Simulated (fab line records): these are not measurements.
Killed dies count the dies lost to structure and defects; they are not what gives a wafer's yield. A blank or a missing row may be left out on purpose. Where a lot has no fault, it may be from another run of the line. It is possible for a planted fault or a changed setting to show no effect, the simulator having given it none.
Which tool is to blame? / flow gf180mcu / 27 wafers from 9 lots sampled at 6 of the route's 602 steps

## WHAT THE GAUGES SHOWED, per wafer
GF_V3_BOW_MEAS_05. Usual: V3_BOW typically reads 115 um, with standard deviation 8.6.
lot=L608; measured=day 21 13:50; on=film metro-02; V3_BOW (um)=119 112 117; flag=
lot=L609; measured=day 21 14:57; on=film metro-03; V3_BOW (um)=128 119 119; flag=
lot=L612; measured=day 23 04:11; on=film metro-03; V3_BOW (um)=120 128 116; flag=
lot=L613; measured=day 23 06:27; on=film metro-03; V3_BOW (um)=109 122 113; flag=
lot=L618; measured=day 25 05:07; on=film metro-03; V3_BOW (um)=129 109 111; flag=
lot=L621; measured=day 26 04:35; on=film metro-02; V3_BOW (um)=112 111 110; flag=
lot=L628; measured=day 28 07:03; on=film metro-03; V3_BOW (um)=113 117 107; flag=
lot=L630; measured=day 28 15:37; on=film metro-03; V3_BOW (um)=133 115 131; flag=
lot=L631; measured=day 29 01:59; on=film metro-03; V3_BOW (um)=133 123 124; flag=

GF_MIM_RS_MEAS_10: a four-point-probe measurement. Usual: MIM_ALCU_RS typically reads 0.1661 ohm/sq, with standard deviation 0.0014.
lot=L608; measured=day 24 14:51; on=film metro-03; MIM_ALCU_RS (ohm/sq)=0.1652 0.1672 0.1666; flag=
lot=L609; measured=day 24 16:22; on=film metro-04; MIM_ALCU_RS (ohm/sq)=0.1676 0.1686 0.1700; flag=
lot=L612; measured=day 26 02:47; on=film metro-03; MIM_ALCU_RS (ohm/sq)=0.1660 0.1660 0.1650; flag=
lot=L613; measured=day 26 04:29; on=film metro-03; MIM_ALCU_RS (ohm/sq)=0.1648 0.1637 0.1668; flag=
lot=L618; measured=day 28 00:14; on=film metro-01; MIM_ALCU_RS (ohm/sq)=0.1700 0.1674 0.1669; flag=
lot=L621; measured=day 28 23:09; on=film metro-03; MIM_ALCU_RS (ohm/sq)=0.1659 0.1874 0.1642 0.1660 0.1872 0.1643; flag=OFF
lot=L628; measured=day 30 21:13; on=film metro-01; MIM_ALCU_RS (ohm/sq)=0.1645 0.1645 0.1663; flag=
lot=L630; measured=day 31 04:15; on=film metro-04; MIM_ALCU_RS (ohm/sq)=0.1688 0.1679 0.1686; flag=
lot=L631; measured=day 31 13:37; on=film metro-01; MIM_ALCU_RS (ohm/sq)=0.1654 0.1656 0.1654; flag=

GF_MIM_THK_MEAS_11: measures by xrf. Usual: MIM_ALCU_THK typically reads 193.6 nm, with standard deviation 1.8.
lot=L608; measured=day 24 14:58; on=film metro-03; MIM_ALCU_THK (nm)=194.4 192.4 192.0; flag=
lot=L609; measured=day 24 16:27; on=film metro-04; MIM_ALCU_THK (nm)=192.3 191.8 190.2; flag=
lot=L612; measured=day 26 02:54; on=film metro-03; MIM_ALCU_THK (nm)=193.9 192.7 193.9; flag=
lot=L613; measured=day 26 04:36; on=film metro-03; MIM_ALCU_THK (nm)=194.9 197.1 192.6; flag=
lot=L618; measured=day 28 00:20; on=film metro-01; MIM_ALCU_THK (nm)=188.3 191.0 191.2; flag=
lot=L621; measured=day 29 01:54; on=film metro-03; MIM_ALCU_THK (nm)=196.2 173.2 197.0 195.0 173.3 195.9; flag=
lot=L628; measured=day 30 21:19; on=film metro-01; MIM_ALCU_THK (nm)=194.5 195.1 194.0; flag=
lot=L630; measured=day 31 04:22; on=film metro-04; MIM_ALCU_THK (nm)=190.9 192.4 190.0; flag=
lot=L631; measured=day 31 13:44; on=film metro-01; MIM_ALCU_THK (nm)=193.3 192.8 193.5; flag=

## WHICH TOOL RAN EACH LOT (tool, then ch and the chambers of the sampled wafers, then the start)
lot=L608; GF_M2_METAL_ETCH_16=rie metal-03 ch 0,1, day 19 09:16; GF_M2_STRIP_17=plasma asher-01 ch 0,1, day 19 09:23; GF_MIM_SPUTTER_08=pvd sputter-03, day 24 14:47
lot=L609; GF_M2_METAL_ETCH_16=rie metal-02 ch 0,1, day 19 10:19; GF_M2_STRIP_17=plasma asher-03 ch 0,1, day 19 10:26; GF_MIM_SPUTTER_08=pvd sputter-03, day 24 16:15
lot=L612; GF_M2_METAL_ETCH_16=rie metal-04 ch 0,1, day 21 01:48; GF_M2_STRIP_17=plasma asher-03 ch 0, day 21 01:56; GF_MIM_SPUTTER_08=pvd sputter-01, day 26 02:43
lot=L613; GF_M2_METAL_ETCH_16=rie metal-04 ch 0,1, day 21 04:10; GF_M2_STRIP_17=plasma asher-01 ch 0,1, day 21 04:18; GF_MIM_SPUTTER_08=pvd sputter-03, day 26 04:25
lot=L618; GF_M2_METAL_ETCH_16=rie metal-03 ch 0,1, day 23 04:34; GF_M2_STRIP_17=plasma asher-02 ch 0,1, day 23 04:42; GF_MIM_SPUTTER_08=pvd sputter-01, day 28 00:10
lot=L621; GF_M2_METAL_ETCH_16=rie metal-04 ch 0,1, day 24 05:37; GF_M2_STRIP_17=plasma asher-03 ch 0,1, day 24 05:45; GF_MIM_SPUTTER_08=pvd sputter-01, day 28 23:05
lot=L628; GF_M2_METAL_ETCH_16=rie metal-03 ch 0,1, day 26 09:10; GF_M2_STRIP_17=plasma asher-02 ch 0,1, day 26 09:17; GF_MIM_SPUTTER_08=pvd sputter-04, day 30 21:08
lot=L630; GF_M2_METAL_ETCH_16=rie metal-02 ch 1, day 26 19:07; GF_M2_STRIP_17=plasma asher-01 ch 0,1, day 26 19:23; GF_MIM_SPUTTER_08=pvd sputter-03, day 31 04:12
lot=L631; GF_M2_METAL_ETCH_16=rie metal-02 ch 0,1, day 27 06:07; GF_M2_STRIP_17=plasma asher-03 ch 0,1, day 27 06:15; GF_MIM_SPUTTER_08=pvd sputter-04, day 31 13:34
- GF_M2_METAL_ETCH_16: etches the open film in Cl2/BCl3, stops on SiO2, target depth 750.8 nm, time 125.1 s.
- GF_M2_STRIP_17: strips in O2/N2.
- GF_MIM_SPUTTER_08: material AlCu, target thk 200 nm, time 10.6 s.

## AS READ BY THE TOOLS THEMSELVES (means over the sampled wafers that have a number; for cases with no such wafer, the mark the record gives instead)
GF_M2_METAL_ETCH_16. Usual: drypump motor current A 5.6 A, standard deviation 0.54; oes product au 0.990 a.u., standard deviation 0.0043; rf fwd power W 795.4 W, standard deviation 2.6; throttle valve pct 28.229 %, standard deviation 0.0098.
lot=L608; tool=rie metal-03; drypump motor current A (A)=5.5; oes product au (a.u.)=0.992; rf fwd power W (W)=796.0; throttle valve pct (%)=28.227; flag=
lot=L609; tool=rie metal-02; drypump motor current A (A)=5.3; oes product au (a.u.)=0.995; rf fwd power W (W)=796.2; throttle valve pct (%)=28.225; flag=
lot=L612; tool=rie metal-04; drypump motor current A (A)=6.0; oes product au (a.u.)=0.992; rf fwd power W (W)=794.6; throttle valve pct (%)=28.235; flag=
lot=L613; tool=rie metal-04; drypump motor current A (A)=6.0; oes product au (a.u.)=0.988; rf fwd power W (W)=795.3; throttle valve pct (%)=28.227; flag=
lot=L618; tool=rie metal-03; drypump motor current A (A)=5.5; oes product au (a.u.)=0.987; rf fwd power W (W)=796.7; throttle valve pct (%)=28.226; flag=
lot=L621; tool=rie metal-04; drypump motor current A (A)=6.0; oes product au (a.u.)=0.990; rf fwd power W (W)=792.9; throttle valve pct (%)=28.223; flag=
lot=L628; tool=rie metal-03; drypump motor current A (A)=5.5; oes product au (a.u.)=0.988; rf fwd power W (W)=793.4; throttle valve pct (%)=28.226; flag=
lot=L630; tool=rie metal-02; drypump motor current A (A)=4.8; oes product au (a.u.)=0.987; rf fwd power W (W)=798.0; throttle valve pct (%)=28.227; flag=
lot=L631; tool=rie metal-02; drypump motor current A (A)=5.3; oes product au (a.u.)=0.994; rf fwd power W (W)=797.0; throttle valve pct (%)=28.232; flag=

GF_M2_STRIP_17. Usual: drypump motor current A 5.64 A, standard deviation 0.13; heater power w 320 W, standard deviation 39; oes product au 0.536 a.u., standard deviation 0.0047; strip time to endpoint s 7.37 s, standard deviation 0.037.
lot=L608; tool=plasma asher-01; drypump motor current A (A)=5.67; heater power w (W)=323; oes product au (a.u.)=0.536; strip time to endpoint s (s)=7.37; flag=
lot=L609; tool=plasma asher-03; drypump motor current A (A)=5.63; heater power w (W)=310; oes product au (a.u.)=0.532; strip time to endpoint s (s)=7.29; flag=
lot=L612; tool=plasma asher-03; drypump motor current A (A)=5.76; heater power w (W)=293; oes product au (a.u.)=0.537; strip time to endpoint s (s)=7.35; flag=
lot=L613; tool=plasma asher-01; drypump motor current A (A)=5.61; heater power w (W)=357; oes product au (a.u.)=0.538; strip time to endpoint s (s)=7.37; flag=
lot=L618; tool=plasma asher-02; drypump motor current A (A)=5.69; heater power w (W)=306; oes product au (a.u.)=0.539; strip time to endpoint s (s)=7.39; flag=
lot=L621; tool=plasma asher-03; drypump motor current A (A)=5.63; heater power w (W)=307; oes product au (a.u.)=0.540; strip time to endpoint s (s)=7.43; flag=
lot=L628; tool=plasma asher-02; drypump motor current A (A)=5.73; heater power w (W)=290; oes product au (a.u.)=0.541; strip time to endpoint s (s)=7.42; flag=
lot=L630; tool=plasma asher-01; drypump motor current A (A)=5.68; heater power w (W)=324; oes product au (a.u.)=0.539; strip time to endpoint s (s)=7.40; flag=
lot=L631; tool=plasma asher-03; drypump motor current A (A)=5.64; heater power w (W)=310; oes product au (a.u.)=0.531; strip time to endpoint s (s)=7.37; flag=

GF_MIM_SPUTTER_08. Usual: chamber pressure pa 0.4001 Pa, standard deviation 0.00095; throttle valve pct 29.8 %, standard deviation 0.71.
lot=L608; tool=pvd sputter-03; chamber pressure pa (Pa)=0.3988; throttle valve pct (%)=30.2; flag=
lot=L609; tool=pvd sputter-03; chamber pressure pa (Pa)=0.3997; throttle valve pct (%)=29.8; flag=
lot=L612; tool=pvd sputter-01; chamber pressure pa (Pa)=0.3991; throttle valve pct (%)=29.6; flag=
lot=L613; tool=pvd sputter-03; chamber pressure pa (Pa)=0.4002; throttle valve pct (%)=29.7; flag=
lot=L618; tool=pvd sputter-01; chamber pressure pa (Pa)=0.3997; throttle valve pct (%)=30.1; flag=
lot=L621; tool=pvd sputter-01; chamber pressure pa (Pa)=0.4004; throttle valve pct (%)=29.6; flag=
lot=L628; tool=pvd sputter-04; chamber pressure pa (Pa)=0.3996; throttle valve pct (%)=29.6; flag=
lot=L630; tool=pvd sputter-03; chamber pressure pa (Pa)=0.4007; throttle valve pct (%)=30.4; flag=
lot=L631; tool=pvd sputter-04; chamber pressure pa (Pa)=0.3998; throttle valve pct (%)=29.4; flag=

## THE ANSWER, worked out from the rows above alone
Rule: a lot counts as off when the mean over its wafers that have a number is more than 3 standard deviations away from the usual mean. A lot without any number at a reading at which 4 lots or more have one is off too. Any other lot the step has rows for is counted as sound. The gauges are gone through in route order, then the tools' own readings, and for those a lot's mean is taken as printed above. At the first step where some lot is off, the reading lying furthest off is the one used; lots without a number count as furthest.
Off: at GF_MIM_RS_MEAS_10 (MIM_ALCU_RS), L621.
A tool fits if, at a process step before that reading, it ran every lot that is off, and no sound lot after the first of them. Gauges at GF_MIM_RS_MEAS_10: tried the same way as those tools. Can't be told from this: 3 tools fit, rie metal-04 at GF_M2_METAL_ETCH_16, pvd sputter-01 at GF_MIM_SPUTTER_08, film metro-03 at GF_MIM_RS_MEAS_10.

## WHAT HAD BEEN PUT IN BY THE SIMULATOR
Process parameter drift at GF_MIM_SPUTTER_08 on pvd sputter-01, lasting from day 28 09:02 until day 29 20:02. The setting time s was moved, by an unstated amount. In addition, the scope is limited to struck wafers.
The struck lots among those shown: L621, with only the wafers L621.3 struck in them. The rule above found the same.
